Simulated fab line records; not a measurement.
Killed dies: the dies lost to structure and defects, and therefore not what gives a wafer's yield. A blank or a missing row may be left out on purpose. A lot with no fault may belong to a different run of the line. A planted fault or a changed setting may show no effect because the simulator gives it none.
The tool behind it: which one? + flow sky130 + Sampling: 24 lots, 72 wafers, 6 of 708 route steps

## WHAT THE GAUGES SHOWED, per wafer
SKY_VT_ADJUST_HVTR_OVL_MEAS_08. Usual: VT_ADJUST_HVTR_OVL typically reads -0.2 nm, with standard deviation 1.6.
| lot  | measured     | on         | VT_ADJUST_HVTR_OVL (nm) | flag |
|------|--------------|------------|-------------------------|------|
| L074 | day 9 14:45  | overlay-02 | -0.1 -1.0 -3.4          |      |
| L075 | day 9 22:08  | overlay-01 | -2.2 -3.4 -3.9          |      |
| L076 | day 10 01:10 | overlay-01 | 0.1 1.0 3.1             |      |
| L077 | day 10 11:49 | overlay-02 | -1.1 -0.3 -3.2          |      |
| L078 | day 11 11:53 | overlay-02 | -1.0 -1.0 -0.2          |      |
| L079 | day 11 17:46 | overlay-01 | -3.9 -1.5 -0.5          |      |
| L080 | day 11 18:11 | overlay-01 | -2.0 0.6 0.2            |      |
| L081 | day 12 02:20 | overlay-02 | -0.8 0.1 2.1            |      |
| L082 | day 12 02:34 | overlay-01 | -1.1 -0.5 -0.3          |      |
| L083 | day 12 12:52 | overlay-01 | -1.6 0.7 -1.0           |      |
| L084 | day 12 20:15 | overlay-02 | 0.1 -0.1 0.2            |      |
| L085 | day 13 01:58 | overlay-01 | -0.9 -2.2 -1.9          |      |
| L086 | day 13 11:13 | overlay-01 | -0.3 -0.8 1.8           |      |
| L087 | day 13 15:10 | overlay-02 | 1.8 2.7 1.6             |      |
| L088 | day 13 17:46 | overlay-01 | 0.2 -0.9 -1.2           |      |
| L089 | day 14 01:03 | overlay-01 | -0.2 0.0 0.1            |      |
| L090 | day 14 06:52 | overlay-01 | 0.0 1.7 1.6             |      |
| L091 | day 14 15:34 | overlay-02 | -0.6 2.0 -0.2           |      |
| L092 | day 15 00:07 | overlay-01 | -1.9 -1.9 -2.9          |      |
| L093 | day 15 06:43 | overlay-02 | 0.4 1.8 -0.8            |      |
| L094 | day 15 18:15 | overlay-02 | 1.0 0.7 -0.4            |      |
| L095 | day 16 05:52 | overlay-01 | -0.4 -2.1 -1.8          |      |
| L096 | day 16 11:35 | overlay-02 | 1.3 2.1 3.6             |      |
| L097 | day 16 11:40 | overlay-01 | -0.2 -2.1 -2.6          |      |

SKY_METAL5_THK_MEAS_06: measures by xrf. Usual: METAL5_ALCU_THK typically reads 1169 nm, with standard deviation 17.
| lot  | measured     | on            | METAL5_ALCU_THK (nm) | flag |
|------|--------------|---------------|----------------------|------|
| L074 | day 44 04:22 | film_metro-01 | 1169 1146 1164       |      |
| L075 | day 44 01:14 | film_metro-01 | 1160 1175 1172       |      |
| L076 | day 44 08:35 | film_metro-02 | 1162 1164 1170       |      |
| L077 | day 44 09:50 | film_metro-04 | 1198 1188 1183       |      |
| L078 | day 44 16:55 | film_metro-02 | 1186 1177 1177       |      |
| L079 | day 44 23:10 | film_metro-01 | 1136 1166 1147       |      |
| L080 | day 45 11:21 | film_metro-04 | 1173 1190 1170       |      |
| L081 | day 45 12:16 | film_metro-02 | 1168 1169 1181       |      |
| L082 | day 45 12:17 | film_metro-04 | 1175 1178 1197       |      |
| L083 | day 45 20:04 | film_metro-02 | 1174 1187 1170       |      |
| L084 | day 46 03:46 | film_metro-01 | 1159 1155 1153       |      |
| L085 | day 46 10:17 | film_metro-02 | 1152 1150 1150       |      |
| L086 | day 46 12:24 | film_metro-01 | 1138 1125 1129       |      |
| L087 | day 46 14:20 | film_metro-01 | 1148 1150 1140       |      |
| L088 | day 46 21:31 | film_metro-02 | 1155 1157 1144       |      |
| L089 | day 47 02:24 | film_metro-02 | 1161 1153 1154       |      |
| L090 | day 47 07:05 | film_metro-01 | 1165 1162 1164       |      |
| L091 | day 47 12:06 | film_metro-02 | 1161 1172 1164       |      |
| L092 | day 47 18:47 | film_metro-02 | 1157 1156 1179       |      |
| L093 | day 48 03:08 | film_metro-02 | 1189 1194 1176       |      |
| L094 | day 48 10:52 | film_metro-01 | 1170 1164 1164       |      |
| L095 | day 48 15:25 | film_metro-04 | 1183 1199 1189       |      |
| L096 | day 49 00:12 | film_metro-04 | 1199 1196 1194       |      |
| L097 | day 48 19:32 | film_metro-04 | 1193 1180 1181       |      |

SKY_PAD_OPEN_BOW_MEAS_13. Usual: PAD_OPEN_BOW typically reads 47 um, with standard deviation 10.
| lot  | measured     | on            | PAD_OPEN_BOW (um) | flag |
|------|--------------|---------------|-------------------|------|
| L074 | day 46 22:21 | film_metro-02 | 35 41 31          |      |
| L075 | day 46 19:28 | film_metro-01 | 38 30 43          |      |
| L076 | day 47 04:19 | film_metro-01 | 37 49 56          |      |
| L077 | day 47 05:49 | film_metro-02 | 42 40 27          |      |
| L078 | day 47 11:37 | film_metro-02 | 53 49 43          |      |
| L079 | day 47 15:24 | film_metro-03 | 41 38 48          |      |
| L080 | day 48 04:05 | film_metro-02 | 50 40 47          |      |
| L081 | day 48 05:41 | film_metro-02 | 39 22 38          |      |
| L082 | day 48 05:59 | film_metro-01 | 60 41 45          |      |
| L083 | day 48 11:38 | film_metro-03 | 62 53 69          |      |
| L084 | day 48 18:54 | film_metro-02 | 55 49 56          |      |
| L085 | day 49 01:08 | film_metro-02 | 38 44 44          |      |
| L086 | day 49 03:04 | film_metro-02 | 32 40 46          |      |
| L087 | day 49 06:14 | film_metro-01 | 46 38 42          |      |
| L088 | day 49 11:01 | film_metro-01 | 60 57 70          |      |
| L089 | day 49 15:38 | film_metro-01 | 43 39 50          |      |
| L090 | day 49 19:06 | film_metro-03 | 55 61 51          |      |
| L091 | day 49 23:25 | film_metro-01 | 37 45 40          |      |
| L092 | day 50 04:33 | film_metro-01 | 55 52 47          |      |
| L093 | day 50 12:20 | film_metro-01 | 34 35 37          |      |
| L094 | day 50 18:04 | film_metro-02 | 60 40 57          |      |
| L095 | day 50 21:23 | film_metro-01 | 68 69 54          |      |
| L096 | day 51 05:42 | film_metro-02 | 46 49 55          |      |
| L097 | day 51 01:32 | film_metro-03 | 70 54 57          |      |

## WHICH TOOL RAN EACH LOT (tool, then ch and the chambers of the sampled wafers, then the start)
| lot  | SKY_VIA1_ETCH_14                   | SKY_VIA1_CVD_21               | SKY_METAL5_SPUTTER_04        |
|------|------------------------------------|-------------------------------|------------------------------|
| L074 | rie_diel-02 ch 0,1, day 35 09:35   | cvd_w-01 ch 0,1, day 35 10:20 | pvd_sputter-01, day 44 04:13 |
| L075 | rie_diel-03 ch 0,1, day 35 07:55   | cvd_w-01 ch 0, day 35 08:39   | pvd_sputter-04, day 44 01:04 |
| L076 | rie_diel-03 ch 1,2,3, day 35 12:25 | cvd_w-01 ch 0, day 35 13:09   | pvd_sputter-01, day 44 08:24 |
| L077 | rie_diel-02 ch 1,2,3, day 35 14:12 | cvd_w-02 ch 0,1, day 35 14:56 | pvd_sputter-04, day 44 09:40 |
| L078 | rie_diel-02 ch 0,2,3, day 35 23:17 | cvd_w-01 ch 0,1, day 36 00:02 | pvd_sputter-04, day 44 16:46 |
| L079 | rie_diel-04 ch 0,2, day 36 08:57   | cvd_w-01 ch 0,1, day 36 09:44 | pvd_sputter-01, day 44 22:59 |
| L080 | rie_diel-04 ch 1,3, day 36 17:24   | cvd_w-02 ch 0,1, day 36 18:08 | pvd_sputter-03, day 45 11:10 |
| L081 | rie_diel-03 ch 1,3, day 36 19:51   | cvd_w-02 ch 0,1, day 36 20:35 | pvd_sputter-04, day 45 12:05 |
| L082 | rie_diel-04 ch 2,3, day 36 20:14   | cvd_w-01 ch 0,1, day 36 21:01 | pvd_sputter-01, day 45 12:07 |
| L083 | rie_diel-02 ch 0,2,3, day 37 06:15 | cvd_w-01 ch 0,1, day 37 07:00 | pvd_sputter-04, day 45 19:53 |
| L084 | rie_diel-03 ch 1,2,3, day 37 18:17 | cvd_w-02 ch 0,1, day 37 19:04 | pvd_sputter-03, day 46 03:35 |
| L085 | rie_diel-02 ch 0,1,2, day 37 23:42 | cvd_w-01 ch 0,1, day 38 00:26 | pvd_sputter-01, day 46 10:07 |
| L086 | rie_diel-02 ch 0,1,3, day 38 03:07 | cvd_w-02 ch 0,1, day 38 03:53 | pvd_sputter-03, day 46 12:13 |
| L087 | rie_diel-04 ch 0,2,3, day 38 07:14 | cvd_w-01 ch 0,1, day 38 07:59 | pvd_sputter-01, day 46 14:10 |
| L088 | rie_diel-04 ch 0,1,3, day 38 18:37 | cvd_w-01 ch 1, day 38 19:26   | pvd_sputter-01, day 46 21:20 |
| L089 | rie_diel-02 ch 0,1,2, day 38 20:22 | cvd_w-01 ch 0,1, day 38 21:39 | pvd_sputter-01, day 47 02:14 |
| L090 | rie_diel-04 ch 1,3, day 39 01:07   | cvd_w-01 ch 0,1, day 39 01:53 | pvd_sputter-01, day 47 06:55 |
| L091 | rie_diel-02 ch 0,2, day 39 07:14   | cvd_w-02 ch 0,1, day 39 08:02 | pvd_sputter-03, day 47 11:55 |
| L092 | rie_diel-03 ch 0,2,3, day 39 18:27 | cvd_w-02 ch 0,1, day 39 19:16 | pvd_sputter-03, day 47 18:37 |
| L093 | rie_diel-04 ch 0,3, day 40 02:31   | cvd_w-01 ch 0,1, day 40 03:20 | pvd_sputter-04, day 48 02:58 |
| L094 | rie_diel-03 ch 0,1,2, day 40 13:08 | cvd_w-01 ch 0,1, day 40 13:56 | pvd_sputter-04, day 48 10:42 |
| L095 | rie_diel-04 ch 0,1,3, day 40 22:34 | cvd_w-02 ch 0,1, day 40 23:20 | pvd_sputter-01, day 48 15:14 |
| L096 | rie_diel-02 ch 1,2,3, day 41 04:24 | cvd_w-01 ch 0,1, day 41 05:13 | pvd_sputter-01, day 49 00:01 |
| L097 | rie_diel-02 ch 1,2, day 41 00:18   | cvd_w-02 ch 0,1, day 41 01:03 | pvd_sputter-01, day 48 19:21 |
- SKY_VIA1_ETCH_14: etches BARC in N2/H2, stops on SiO2, time 45.9 s, target depth 60 nm.
- SKY_VIA1_CVD_21: deposits W, target thk 270 nm, time 80.902 s.
- SKY_METAL5_SPUTTER_04: material TiN, target thk 70 nm, time 58.3 s.

## WHAT THE TOOLS THEMSELVES READ (means of the sampled wafers that have a number; where no wafer has one, the mark that the record gives instead)
SKY_VIA1_ETCH_14. Usual: bias_w 99.97 W, standard deviation 0.3; drypump_motor_current_A 5.9 A, standard deviation 0.4; oes_product_au 0.856 a.u., standard deviation 0.0042; rf_fwd_power_W 494.3 W, standard deviation 1.8; throttle_valve_pct 13.226 %, standard deviation 0.009.
| lot  | tool        | bias_w (W) | drypump_motor_current_A (A) | oes_product_au (a.u.) | rf_fwd_power_W (W) | throttle_valve_pct (%) | flag |
|------|-------------|------------|-----------------------------|-----------------------|--------------------|------------------------|------|
| L074 | rie_diel-02 | 100.13     | 5.6                         | 0.856                 | 495.7              | 13.234                 |      |
| L075 | rie_diel-03 | 100.04     | 6.4                         | 0.854                 | 496.9              | 13.221                 |      |
| L076 | rie_diel-03 | 99.96      | 6.0                         | 0.860                 | 495.3              | 13.230                 |      |
| L077 | rie_diel-02 | 99.91      | 5.8                         | 0.852                 | 493.3              | 13.230                 |      |
| L078 | rie_diel-02 | 100.11     | 5.5                         | 0.851                 | 493.0              | 13.232                 |      |
| L079 | rie_diel-04 | 99.87      | 6.2                         | 0.854                 | 492.8              | 13.235                 |      |
| L080 | rie_diel-04 | 99.88      | 5.6                         | 0.856                 | 496.4              | 13.228                 |      |
| L081 | rie_diel-03 | 100.13     | 6.2                         | 0.859                 | 493.1              | 13.222                 |      |
| L082 | rie_diel-04 | 99.92      | 5.7                         | 0.853                 | 495.1              | 13.230                 |      |
| L083 | rie_diel-02 | 100.04     | 5.4                         | 0.854                 | 493.3              | 13.229                 |      |
| L084 | rie_diel-03 | 100.09     | 6.0                         | 0.858                 | 494.6              | 13.230                 |      |
| L085 | rie_diel-02 | 100.33     | 5.7                         | 0.852                 | 492.1              | 13.228                 |      |
| L086 | rie_diel-02 | 100.14     | 5.7                         | 0.856                 | 495.4              | 13.231                 |      |
| L087 | rie_diel-04 | 99.75      | 5.9                         | 0.854                 | 494.1              | 13.221                 |      |
| L088 | rie_diel-04 | 99.80      | 5.9                         | 0.854                 | 495.2              | 13.228                 |      |
| L089 | rie_diel-02 | 100.11     | 5.7                         | 0.852                 | 494.3              | 13.218                 |      |
| L090 | rie_diel-04 | 99.68      | 5.6                         | 0.859                 | 494.0              | 13.232                 |      |
| L091 | rie_diel-02 | 100.02     | 5.5                         | 0.856                 | 493.3              | 13.221                 |      |
| L092 | rie_diel-03 | 99.61      | 6.1                         | 0.855                 | 494.8              | 13.225                 |      |
| L093 | rie_diel-04 | 99.90      | 5.9                         | 0.854                 | 492.2              | 13.225                 |      |
| L094 | rie_diel-03 | 99.94      | 6.1                         | 0.861                 | 494.5              | 13.225                 |      |
| L095 | rie_diel-04 | 100.03     | 5.9                         | 0.855                 | 494.0              | 13.218                 |      |
| L096 | rie_diel-02 | 100.13     | 5.8                         | 0.858                 | 492.3              | 13.215                 |      |
| L097 | rie_diel-02 | 99.64      | 6.0                         | 0.856                 | 494.0              | 13.224                 |      |

SKY_VIA1_CVD_21. Usual: heater_power_outer_w 510 W, standard deviation 27; heater_power_w 835 W, standard deviation 43.
| lot  | tool     | heater_power_outer_w (W) | heater_power_w (W) | flag |
|------|----------|--------------------------|--------------------|------|
| L074 | cvd_w-01 | 527                      | 863                |      |
| L075 | cvd_w-01 | 547                      | 882                |      |
| L076 | cvd_w-01 | 532                      | 893                |      |
| L077 | cvd_w-02 | 523                      | 863                |      |
| L078 | cvd_w-01 | 520                      | 845                |      |
| L079 | cvd_w-01 | 523                      | 829                |      |
| L080 | cvd_w-02 | 507                      | 837                |      |
| L081 | cvd_w-02 | 518                      | 850                |      |
| L082 | cvd_w-01 | 516                      | 848                |      |
| L083 | cvd_w-01 | 509                      | 825                |      |
| L084 | cvd_w-02 | 517                      | 829                |      |
| L085 | cvd_w-01 | 496                      | 811                |      |
| L086 | cvd_w-02 | 527                      | 868                |      |
| L087 | cvd_w-01 | 497                      | 826                |      |
| L088 | cvd_w-01 | 476                      | 779                |      |
| L089 | cvd_w-01 | 505                      | 832                |      |
| L090 | cvd_w-01 | 504                      | 836                |      |
| L091 | cvd_w-02 | 502                      | 818                |      |
| L092 | cvd_w-02 | 500                      | 819                |      |
| L093 | cvd_w-01 | 498                      | 831                |      |
| L094 | cvd_w-01 | 504                      | 822                |      |
| L095 | cvd_w-02 | 501                      | 802                |      |
| L096 | cvd_w-01 | 518                      | 853                |      |
| L097 | cvd_w-02 | 492                      | 832                |      |

SKY_METAL5_SPUTTER_04. Usual: throttle_valve_pct at 30.2 %, with a standard deviation of 0.88.
| lot  | tool           | throttle_valve_pct (%) | flag |
|------|----------------|------------------------|------|
| L074 | pvd_sputter-01 | 30.4                   |      |
| L075 | pvd_sputter-04 | 30.4                   |      |
| L076 | pvd_sputter-01 | 30.8                   |      |
| L077 | pvd_sputter-04 | 29.9                   |      |
| L078 | pvd_sputter-04 | 29.8                   |      |
| L079 | pvd_sputter-01 | 29.8                   |      |
| L080 | pvd_sputter-03 | 31.3                   |      |
| L081 | pvd_sputter-04 | 30.1                   |      |
| L082 | pvd_sputter-01 | 30.8                   |      |
| L083 | pvd_sputter-04 | 29.8                   |      |
| L084 | pvd_sputter-03 | 30.5                   |      |
| L085 | pvd_sputter-01 | 30.5                   |      |
| L086 | pvd_sputter-03 | 31.1                   |      |
| L087 | pvd_sputter-01 | 29.7                   |      |
| L088 | pvd_sputter-01 | 29.8                   |      |
| L089 | pvd_sputter-01 | 30.8                   |      |
| L090 | pvd_sputter-01 | 30.5                   |      |
| L091 | pvd_sputter-03 | 31.1                   |      |
| L092 | pvd_sputter-03 | 30.2                   |      |
| L093 | pvd_sputter-04 | 29.8                   |      |
| L094 | pvd_sputter-04 | 30.0                   |      |
| L095 | pvd_sputter-01 | 29.6                   |      |
| L096 | pvd_sputter-01 | 29.7                   |      |
| L097 | pvd_sputter-01 | 29.5                   |      |

## THE ANSWER, worked out from the rows above alone
Rule: take the mean of a lot's wafers that have a number; if it is more than 3 standard deviations from the usual mean, the lot is off. A lot without any number at a reading at which 4 lots or more have one is off too. Where the step has rows for the other lots, those lots are counted as sound. First the gauges in route order, then the tools' own readings, where a lot's mean is used as printed above. The first step at which some lot is off is used, and at that step the reading that is off furthest; a lot without a number counts as furthest.
Nothing can be told from this: no lot is off at any reading shown.

## WHAT THE SIMULATOR HAD PUT IN
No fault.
